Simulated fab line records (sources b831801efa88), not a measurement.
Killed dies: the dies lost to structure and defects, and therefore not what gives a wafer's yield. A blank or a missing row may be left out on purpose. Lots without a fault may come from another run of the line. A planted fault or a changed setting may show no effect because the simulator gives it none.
The tool behind it: which one? / flow sky130 / Sampling: 10 lots, 30 wafers, 6 of 708 route steps

## WHAT THE GAUGES READ, wafer by wafer
SKY_POLY_GATE_THK_MEAS_01.
lot=L710; measured=day 14 08:39; on=film metro-04; POLY_GATE_CVD_00_THK (nm)=175.6 175.2 174.7
lot=L712; measured=day 14 23:37; on=film metro-04; POLY_GATE_CVD_00_THK (nm)=180.8 179.9 181.0
lot=L713; measured=day 14 23:37; on=film metro-01; POLY_GATE_CVD_00_THK (nm)=179.5 180.4 179.8
lot=L714; measured=day 15 15:19; on=film metro-04; POLY_GATE_CVD_00_THK (nm)=182.5 183.6 183.0
lot=L716; measured=day 16 10:26; on=film metro-01; POLY_GATE_CVD_00_THK (nm)=181.4 179.5 180.0
lot=L718; measured=day 16 22:01; on=film metro-03; POLY_GATE_CVD_00_THK (nm)=181.1 181.3 180.3
lot=L717; measured=day 16 23:34; on=film metro-03; POLY_GATE_CVD_00_THK (nm)=180.4 178.6 179.0
lot=L720; measured=day 17 16:47; on=film metro-03; POLY_GATE_CVD_00_THK (nm)=179.9 180.6 181.3
lot=L729; measured=day 21 06:46; on=film metro-03; POLY_GATE_CVD_00_THK (nm)=128.6 128.3 127.2 128.6 128.4 127.3
lot=L730; measured=day 21 08:17; on=film metro-01; POLY_GATE_CVD_00_THK (nm)=130.2 128.5 127.0 130.3 128.7 127.1

SKY_CONTACT_BOW_MEAS_05.
lot=L710; measured=day 30 17:17; on=film metro-03; CONTACT_BOW (um)=81 77 83
lot=L712; measured=day 31 10:11; on=film metro-04; CONTACT_BOW (um)=86 80 82
lot=L713; measured=day 31 09:33; on=film metro-02; CONTACT_BOW (um)=77 71 83
lot=L714; measured=day 31 21:35; on=film metro-04; CONTACT_BOW (um)=81 85 85
lot=L716; measured=day 32 18:13; on=film metro-04; CONTACT_BOW (um)=88 81 93
lot=L718; measured=day 33 07:48; on=film metro-02; CONTACT_BOW (um)=83 80 69
lot=L717; measured=day 33 08:58; on=film metro-02; CONTACT_BOW (um)=87 93 79
lot=L720; measured=day 33 20:10; on=film metro-04; CONTACT_BOW (um)=71 73 84
lot=L729; measured=day 37 01:05; on=film metro-02; CONTACT_BOW (um)=83 94 92
lot=L730; measured=day 37 02:24; on=film metro-03; CONTACT_BOW (um)=72 90 74

SKY_CONTACT_OVL_MEAS_15.
lot=L710; measured=day 31 20:03; on=overlay-02; CONTACT_OVL (nm)=-2 -5 -9
lot=L712; measured=day 32 13:31; on=overlay-02; CONTACT_OVL (nm)=5 3 8
lot=L713; measured=day 32 12:44; on=overlay-02; CONTACT_OVL (nm)=-1 -5 -15
lot=L714; measured=day 33 01:14; on=overlay-02; CONTACT_OVL (nm)=2 4 -1
lot=L716; measured=day 33 21:01; on=overlay-01; CONTACT_OVL (nm)=-9 3 -8
lot=L718; measured=day 34 10:22; on=overlay-02; CONTACT_OVL (nm)=-6 7 -2
lot=L717; measured=day 34 11:57; on=overlay-02; CONTACT_OVL (nm)=4 0 -4
lot=L720; measured=day 34 22:12; on=overlay-02; CONTACT_OVL (nm)=10 2 3
lot=L729; measured=day 38 02:08; on=overlay-02; CONTACT_OVL (nm)=8 2 8
lot=L730; measured=day 38 03:22; on=overlay-01; CONTACT_OVL (nm)=-7 -5 -4

## TOOL THAT RAN EACH LOT (tool first, then ch and the chambers of the sampled wafers, then the start)
lot=L710; SKY_POLY_GATE_CVD_00=lpcvd-01 ch 1, day 14 07:26; SKY_POLY_GATE_ETCH_17=rie si-01 ch 2,3, day 16 17:46; SKY_CONTACT_CVD_00=pecvd-04 ch 0,1,2, day 30 16:43
lot=L712; SKY_POLY_GATE_CVD_00=lpcvd-01 ch 1, day 14 22:25; SKY_POLY_GATE_ETCH_17=rie si-01 ch 0,2,3, day 17 10:41; SKY_CONTACT_CVD_00=pecvd-02 ch 1,2, day 31 09:40
lot=L713; SKY_POLY_GATE_CVD_00=lpcvd-01 ch 1, day 14 22:25; SKY_POLY_GATE_ETCH_17=rie si-02 ch 0,2,3, day 17 11:02; SKY_CONTACT_CVD_00=pecvd-03 ch 2, day 31 08:59
lot=L714; SKY_POLY_GATE_CVD_00=lpcvd-01 ch 0, day 15 14:07; SKY_POLY_GATE_ETCH_17=rie si-02 ch 0,1,2, day 18 02:16; SKY_CONTACT_CVD_00=pecvd-04 ch 0,1,2, day 31 20:57
lot=L716; SKY_POLY_GATE_CVD_00=lpcvd-01 ch 1, day 16 09:12; SKY_POLY_GATE_ETCH_17=rie si-02 ch 0,1, day 18 23:45; SKY_CONTACT_CVD_00=pecvd-04 ch 0,1,2, day 32 17:38
lot=L718; SKY_POLY_GATE_CVD_00=lpcvd-01 ch 0, day 16 20:49; SKY_POLY_GATE_ETCH_17=rie si-01 ch 0,1,2, day 19 11:15; SKY_CONTACT_CVD_00=pecvd-03 ch 0,1, day 33 07:17
lot=L717; SKY_POLY_GATE_CVD_00=lpcvd-01 ch 1, day 16 22:21; SKY_POLY_GATE_ETCH_17=rie si-01 ch 0,2, day 19 15:34; SKY_CONTACT_CVD_00=pecvd-02 ch 1,2, day 33 08:27
lot=L720; SKY_POLY_GATE_CVD_00=lpcvd-01 ch 1, day 17 15:35; SKY_POLY_GATE_ETCH_17=rie si-01 ch 1,3, day 20 07:06; SKY_CONTACT_CVD_00=pecvd-03 ch 1,2, day 33 19:38
lot=L729; SKY_POLY_GATE_CVD_00=lpcvd-01 ch 1, day 21 05:32; SKY_POLY_GATE_ETCH_17=rie si-02 ch 0,3, day 23 21:25; SKY_CONTACT_CVD_00=pecvd-02 ch 0,1,2, day 37 00:31
lot=L730; SKY_POLY_GATE_CVD_00=lpcvd-01 ch 0, day 21 07:04; SKY_POLY_GATE_ETCH_17=rie si-01 ch 1,2, day 23 22:51; SKY_CONTACT_CVD_00=pecvd-03 ch 1,2, day 37 01:50
- SKY_POLY_GATE_CVD_00: deposits poly-Si, target thk 180 nm, time 720 s.
- SKY_POLY_GATE_ETCH_17: etches poly-Si in HBr/Cl2, stops on SiO2, target depth 180 nm, time 70.5 s.
- SKY_CONTACT_CVD_00: deposits Si3N4, target thk 75 nm.

## WHAT THE TOOLS THEMSELVES READ (means of the sampled wafers that have a number; where no wafer has one, the mark that the record gives instead)
SKY_POLY_GATE_CVD_00.
lot=L710; tool=lpcvd-01; spike tc bottom C (C)=640.9; spike tc centre C (C)=620.1; spike tc lower C (C)=622.2; spike tc top C (C)=636.6; spike tc upper C (C)=620.9; susceptor temp C (C)=620.30; zone power bottom pct (%)=12.9; zone power lower pct (%)=8.40
lot=L712; tool=lpcvd-01; spike tc bottom C (C)=641.7; spike tc centre C (C)=620.5; spike tc lower C (C)=621.7; spike tc top C (C)=636.9; spike tc upper C (C)=620.7; susceptor temp C (C)=620.22; zone power bottom pct (%)=12.9; zone power lower pct (%)=8.33
lot=L713; tool=lpcvd-01; spike tc bottom C (C)=641.8; spike tc centre C (C)=619.7; spike tc lower C (C)=621.7; spike tc top C (C)=636.1; spike tc upper C (C)=621.1; susceptor temp C (C)=619.89; zone power bottom pct (%)=13.0; zone power lower pct (%)=8.33
lot=L714; tool=lpcvd-01; spike tc bottom C (C)=640.4; spike tc centre C (C)=621.8; spike tc lower C (C)=621.4; spike tc top C (C)=634.2; spike tc upper C (C)=620.0; susceptor temp C (C)=620.18; zone power bottom pct (%)=15.1; zone power lower pct (%)=8.70
lot=L716; tool=lpcvd-01; spike tc bottom C (C)=641.5; spike tc centre C (C)=619.7; spike tc lower C (C)=622.7; spike tc top C (C)=636.7; spike tc upper C (C)=621.7; susceptor temp C (C)=620.15; zone power bottom pct (%)=12.9; zone power lower pct (%)=8.42
lot=L718; tool=lpcvd-01; spike tc bottom C (C)=639.4; spike tc centre C (C)=621.2; spike tc lower C (C)=619.8; spike tc top C (C)=634.2; spike tc upper C (C)=619.2; susceptor temp C (C)=619.90; zone power bottom pct (%)=15.2; zone power lower pct (%)=8.88
lot=L717; tool=lpcvd-01; spike tc bottom C (C)=642.0; spike tc centre C (C)=620.3; spike tc lower C (C)=621.8; spike tc top C (C)=636.9; spike tc upper C (C)=620.6; susceptor temp C (C)=619.68; zone power bottom pct (%)=12.8; zone power lower pct (%)=8.39
lot=L720; tool=lpcvd-01; spike tc bottom C (C)=642.7; spike tc centre C (C)=620.2; spike tc lower C (C)=622.2; spike tc top C (C)=637.0; spike tc upper C (C)=621.4; susceptor temp C (C)=619.81; zone power bottom pct (%)=12.9; zone power lower pct (%)=8.36
lot=L729; tool=lpcvd-01; spike tc bottom C (C)=627.3; spike tc centre C (C)=605.1; spike tc lower C (C)=607.4; spike tc top C (C)=622.5; spike tc upper C (C)=606.4; susceptor temp C (C)=605.18; zone power bottom pct (%)=12.4; zone power lower pct (%)=8.09
lot=L730; tool=lpcvd-01; spike tc bottom C (C)=624.9; spike tc centre C (C)=605.2; spike tc lower C (C)=604.8; spike tc top C (C)=620.3; spike tc upper C (C)=603.7; susceptor temp C (C)=605.50; zone power bottom pct (%)=14.5; zone power lower pct (%)=8.33

SKY_POLY_GATE_ETCH_17.
lot=L710; tool=rie si-01; drypump motor current A (A)=5.7; oes product au (a.u.)=0.972; throttle valve pct (%)=33.687
lot=L712; tool=rie si-01; drypump motor current A (A)=5.6; oes product au (a.u.)=0.987; throttle valve pct (%)=33.682
lot=L713; tool=rie si-02; drypump motor current A (A)=5.9; oes product au (a.u.)=0.987; throttle valve pct (%)=33.687
lot=L714; tool=rie si-02; drypump motor current A (A)=5.5; oes product au (a.u.)=0.991; throttle valve pct (%)=33.679
lot=L716; tool=rie si-02; drypump motor current A (A)=5.7; oes product au (a.u.)=0.988; throttle valve pct (%)=33.690
lot=L718; tool=rie si-01; drypump motor current A (A)=5.4; oes product au (a.u.)=0.991; throttle valve pct (%)=33.697
lot=L717; tool=rie si-01; drypump motor current A (A)=5.4; oes product au (a.u.)=0.989; throttle valve pct (%)=33.684
lot=L720; tool=rie si-01; drypump motor current A (A)=5.2; oes product au (a.u.)=0.993; throttle valve pct (%)=33.685
lot=L729; tool=rie si-02; drypump motor current A (A)=6.1; oes product au (a.u.)=0.789; throttle valve pct (%)=33.684
lot=L730; tool=rie si-01; drypump motor current A (A)=5.4; oes product au (a.u.)=0.791; throttle valve pct (%)=33.685

SKY_CONTACT_CVD_00.
lot=L710; tool=pecvd-04; heater power w (W)=629; susceptor temp C (C)=400.06
lot=L712; tool=pecvd-02; heater power w (W)=718; susceptor temp C (C)=399.97
lot=L713; tool=pecvd-03; heater power w (W)=727; susceptor temp C (C)=399.93
lot=L714; tool=pecvd-04; heater power w (W)=610; susceptor temp C (C)=400.00
lot=L716; tool=pecvd-04; heater power w (W)=585; susceptor temp C (C)=400.07
lot=L718; tool=pecvd-03; heater power w (W)=701; susceptor temp C (C)=399.85
lot=L717; tool=pecvd-02; heater power w (W)=750; susceptor temp C (C)=400.10
lot=L720; tool=pecvd-03; heater power w (W)=709; susceptor temp C (C)=400.26
lot=L729; tool=pecvd-02; heater power w (W)=703; susceptor temp C (C)=400.07
lot=L730; tool=pecvd-03; heater power w (W)=740; susceptor temp C (C)=399.89

## THE ANSWER, worked out from the rows above alone
Rule: the usual values come from the lots themselves. Put in order of their means at a reading, lots are off if they are a third of the lots or fewer, leave a main group of 4 or more, and stand apart from it by a gap of 3 or more times the standard deviation of the main group's means; of several such gaps the widest counts. If all means in a main group match to the digits the tables above print for the reading, that group is not used. Also off: a lot with no number at a reading for which 4 or more lots have one. All remaining lots with rows at the step are treated as sound. First the gauges in route order, then the tools' own readings, where a lot's mean is used as printed above. At the first step where some lot is off, the reading lying furthest off is the one used; lots without a number count as furthest.
Off: L729, L730, at SKY_POLY_GATE_THK_MEAS_01 (POLY_GATE_CVD_00_THK). Main group: mean 180.0 nm, sd 2.1.
A tool fits if, at a process step before that reading, it ran every lot that is off, and no sound lot after the first of them. Not tried: the gauges at SKY_POLY_GATE_THK_MEAS_01; whatever is off there is also off at SKY_POLY_GATE_CVD_00, on other tools, and gauge error can't account for it. One candidate fits, namely lpcvd-01 at SKY_POLY_GATE_CVD_00. Its last sound lot is L720 (day 17 15:35), its first lot that is off L729 (day 21 05:32): a fault that began between those two fits.
The tool's own readings at SKY_POLY_GATE_CVD_00 bear it out: on the lots that are off they differ by more than 5 times the standard deviation of the sound lots' means. spike tc bottom C reads 626.1 C there against 641.3 C on the sound lots; spike tc centre C reads 605.2 C there against 620.4 C on the sound lots; spike tc lower C reads 606.1 C there against 621.7 C on the sound lots; spike tc top C reads 621.4 C there against 636.1 C on the sound lots; spike tc upper C reads 605.0 C there against 620.7 C on the sound lots; susceptor temp C reads 605.34 C there against 620.02 C on the sound lots.

## WHAT HAD BEEN PUT IN BY THE SIMULATOR
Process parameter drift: lpcvd-01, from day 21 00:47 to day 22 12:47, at SKY_POLY_GATE_CVD_00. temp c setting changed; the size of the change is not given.
Struck lots among those shown: L729, L730. This agrees with what the rule above found.
